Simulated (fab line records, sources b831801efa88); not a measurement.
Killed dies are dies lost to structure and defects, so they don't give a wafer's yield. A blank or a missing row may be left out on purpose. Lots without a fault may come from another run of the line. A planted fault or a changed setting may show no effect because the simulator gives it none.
Which tool did it? | flow sky130 | 14 lots, 42 wafers sampled, at 5 steps of a route of 708

WHAT THE GAUGES READ, wafer by wafer
SKY_NWELL_THK_MEAS_02. Usual: NWELL_OXIDATION_THK 9.91 nm, standard deviation 0.17.
lot  | measured    | on            | NWELL_OXIDATION_THK (nm) | flag
L582 | day 3 03:19 | film_metro-04 | 9.83 9.93 10.08          |
L583 | day 3 07:23 | film_metro-03 | 9.84 9.90 9.80           |
L585 | day 3 15:56 | film_metro-02 | 10.05 9.97 10.08         |
L586 | day 3 23:17 | film_metro-02 | 10.00 10.03 10.16        |
L588 | day 4 07:54 | film_metro-04 | 9.62 9.92 9.78           |
L589 | day 4 11:49 | film_metro-02 | 9.93 9.90 10.04          |
L591 | day 4 20:42 | film_metro-02 | 9.98 9.88 10.03          |
L592 | day 5 03:58 | film_metro-03 | 9.99 10.06 9.83          |
L593 | day 5 08:44 | film_metro-03 | 9.98 9.94 9.96           |
L595 | day 5 19:06 | film_metro-02 | 10.15 10.14 10.25        |
L597 | day 6 08:44 | film_metro-04 | 10.14 9.99 10.08         |
L599 | day 6 16:34 | film_metro-04 | 9.96 9.89 9.91           |
L602 | day 7 15:18 | film_metro-04 | 10.19 9.98 10.24         |
L603 | day 7 21:23 | film_metro-02 | 9.98 9.88 10.07          |

SKY_DNWELL_TW_MEAS_09. Usual: DNWELL_TW 1122, standard deviation 8.8.
lot  | measured    | on            | DNWELL_TW      | flag
L582 | day 3 19:17 | film_metro-03 | 1119 1116 1121 |
L583 | day 3 23:19 | film_metro-03 | 1122 1122 1125 |
L585 | day 4 08:18 | film_metro-03 | 1115 1116 1123 |
L586 | day 4 16:05 | film_metro-02 | 1127 1119 1129 |
L588 | day 5 01:37 | film_metro-03 | 1109 1110 1112 |
L589 | day 5 05:29 | film_metro-02 | 1138 1129 1133 |
L591 | day 5 14:16 | film_metro-02 | 1131 1123 1117 |
L592 | day 5 22:10 | film_metro-03 | 1114 1115 1118 |
L593 | day 6 02:32 | film_metro-04 | 1108 1107 1103 |
L595 | day 6 13:31 | film_metro-04 | 1399 1391 1390 | OFF
L597 | day 7 03:36 | film_metro-04 | 1391 1402 1396 | OFF
L599 | day 7 11:11 | film_metro-02 | 1138 1141 1142 |
L602 | day 8 11:18 | film_metro-03 | 1401 1400 1397 | OFF
L603 | day 8 17:44 | film_metro-02 | 1126 1126 1127 |

SKY_NWELL_OVL_MEAS_23. Usual: NWELL_01_OVL -0.3 nm, standard deviation 1.5.
lot  | measured     | on         | NWELL_01_OVL (nm) | flag
L582 | day 6 00:43  | overlay-02 | 0.4 1.5 -1.2      |
L583 | day 6 02:37  | overlay-02 | 0.1 0.9 1.8       |
L585 | day 6 14:59  | overlay-01 | -2.2 -0.2 0.2     |
L586 | day 6 23:14  | overlay-01 | 1.7 -0.3 -1.7     |
L588 | day 7 10:15  | overlay-01 | -3.4 -2.0 -2.6    |
L589 | day 7 14:16  | overlay-01 | -2.3 -1.2 -1.8    |
L591 | day 7 22:49  | overlay-01 | -0.2 0.9 0.4      |
L592 | day 8 08:19  | overlay-01 | -1.9 -3.8 -2.2    |
L593 | day 8 12:32  | overlay-02 | -1.6 0.6 0.3      |
L595 | day 9 01:11  | overlay-01 | -4.4 -1.8 -0.7    |
L597 | day 9 17:29  | overlay-01 | -0.5 -0.9 -1.4    |
L599 | day 10 00:43 | overlay-02 | -0.9 -1.1 0.0     |
L602 | day 11 06:07 | overlay-01 | -1.6 0.0 -1.3     |
L603 | day 11 14:33 | overlay-02 | -1.9 -1.4 0.2     |

SKY_NWELL_TW_MEAS_26. Usual: NWELL_2_TW 500, standard deviation 3.8.
lot  | measured     | on            | NWELL_2_TW  | flag
L582 | day 6 01:01  | film_metro-03 | 498 500 500 |
L583 | day 6 02:55  | film_metro-02 | 505 504 504 |
L585 | day 6 15:16  | film_metro-04 | 495 496 494 |
L586 | day 6 23:31  | film_metro-02 | 504 501 502 |
L588 | day 7 10:33  | film_metro-04 | 496 499 497 |
L589 | day 7 14:34  | film_metro-02 | 505 508 505 |
L591 | day 7 23:07  | film_metro-04 | 499 498 495 |
L592 | day 8 08:37  | film_metro-04 | 499 499 500 |
L593 | day 8 12:50  | film_metro-03 | 499 498 498 |
L595 | day 9 01:29  | film_metro-04 | 496 495 493 |
L597 | day 9 17:46  | film_metro-04 | 496 495 497 |
L599 | day 10 01:01 | film_metro-03 | 499 500 501 |
L602 | day 11 06:25 | film_metro-04 | 498 498 502 |
L603 | day 11 14:50 | film_metro-02 | 506 505 506 |

WHICH TOOL RAN EACH LOT (tool, then ch and the chambers of the sampled wafers, then the start)
lot  | SKY_DNWELL_IMPLANT_07
L582 | implanter-02 ch 0, day 3 18:53
L583 | implanter-04 ch 0, day 3 23:04
L585 | implanter-04 ch 0, day 4 08:04
L586 | implanter-02 ch 0, day 4 15:50
L588 | implanter-04 ch 0, day 5 01:25
L589 | implanter-02 ch 0, day 5 05:14
L591 | implanter-04 ch 0, day 5 14:01
L592 | implanter-02 ch 0, day 5 21:55
L593 | implanter-03 ch 0, day 6 02:19
L595 | implanter-02 ch 0, day 6 12:59
L597 | implanter-04 ch 0, day 7 03:02
L599 | implanter-04 ch 0, day 7 10:56
L602 | implanter-04 ch 0, day 8 10:43
L603 | implanter-03 ch 0, day 8 17:31
- SKY_DNWELL_IMPLANT_07

WHAT THE TOOLS THEMSELVES READ (means of the sampled wafers that have a number; where no wafer has one, the mark that the record gives instead)
The record holds no such reading with a usual standard deviation.

THE ANSWER, worked out from the rows above alone
Rule: a lot is off if the mean of its wafers that have a number lies more than 3 standard deviations from the usual mean. A lot without any number at a reading at which 4 lots or more have one is off too. The other lots that the step has rows for count as sound. The gauges are gone through in route order, then the tools' own readings, and for those a lot's mean is taken as printed above. The first step at which some lot is off is used, and at that step the reading that is off furthest; a lot without a number counts as furthest.
Off: L595, L597, L602, at SKY_DNWELL_TW_MEAS_09 (DNWELL_TW).
A tool fits if, at a process step before that reading, it ran every lot that is off, and no sound lot after the first of them. The gauges at SKY_DNWELL_TW_MEAS_09 are tried like those tools. None of those tried fits.

WHAT THE SIMULATOR HAD PUT IN
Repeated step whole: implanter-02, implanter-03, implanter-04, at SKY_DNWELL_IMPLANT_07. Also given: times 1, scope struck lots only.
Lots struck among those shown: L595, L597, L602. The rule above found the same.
